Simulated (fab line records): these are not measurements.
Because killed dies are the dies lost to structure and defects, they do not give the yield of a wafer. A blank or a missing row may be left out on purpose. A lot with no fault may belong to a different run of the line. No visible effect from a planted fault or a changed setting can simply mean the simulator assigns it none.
Chamber matching    flow gf180mcu    4 sister chambers for GF_POLY_GATE_ETCH_13 on rie_si-02
The step etches poly-Si in HBr/Cl2, stops on SiO2, target depth 198.5 nm, time 69.6 s. 14 wafers are shown with their chamber, then 7 later ones without.

## WAFERS, EACH WITH ITS CHAMBER
wafer   chamber  oes_product_au (a.u.)  throttle_valve_pct (%)
L486.1  1        1.000                  33.681
L486.2  3        1.003                  33.682
L486.6  1        0.993                  33.684
L489.1  0        0.997                  33.674
L489.4  2        0.995                  33.678
L489.5  0        0.994                  33.677
L500.2  1        0.983                  33.681
L500.4  2        0.988                  33.681
L500.5  1        0.977                  33.689
L501.1  2        0.985                  33.691
L501.5  0        0.988                  33.698
L501.6  1        0.987                  33.692
L502.1  1        0.985                  33.699
L502.3  0        0.999                  33.676

SIGNATURES (averages over the wafers above)
reading             chamber 0  chamber 1  chamber 2  chamber 3  scatter within a chamber
oes_product_au      0.99450    0.98750    0.98933    1.00300    0.00667
throttle_valve_pct  33.68125   33.68767   33.68333   33.68200   0.0085
Rule: for each reading, subtract the chamber's mean from the wafer's reading, divide by that reading's scatter and square the result; add these up over the readings and take the root, which gives the wafer's distance from the chamber. The wafer belongs to the nearest chamber; if the next one is less than 2 further off, it can't be placed. The scatter: take each reading less its chamber's mean, square it, sum over the shown wafers, divide by the number of wafers less the number of chambers, and take the root.

## WAFERS MISSING THEIR CHAMBER
wafer   oes_product_au (a.u.)  throttle_valve_pct (%)
L502.4  0.998                  33.677
L503.1  0.993                  33.659
L503.3  0.980                  33.677
L503.4  0.994                  33.689
L505.4  0.992                  33.683
L505.5  0.991                  33.685
L505.6  0.990                  33.691

## WHICH CHAMBER EACH ONE RAN IN
wafer   from the rows above                in truth
L502.4  can't be placed: 0 or 3 or 2 or 1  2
L503.1  can't be placed: 0 or 2 or 3 or 1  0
L503.3  can't be placed: 2 or 1 or 0 or 3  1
L503.4  can't be placed: 0 or 2 or 1 or 3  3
L505.4  can't be placed: 2 or 0 or 1 or 3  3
L505.5  can't be placed: 2 or 1 or 0 or 3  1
L505.6  can't be placed: 1 or 2 or 0 or 3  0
Correctly placed: 0 of 7. Cannot be placed on the basis of these rows: 7; the candidates contain the true chamber in 7. 0 placed wrongly.
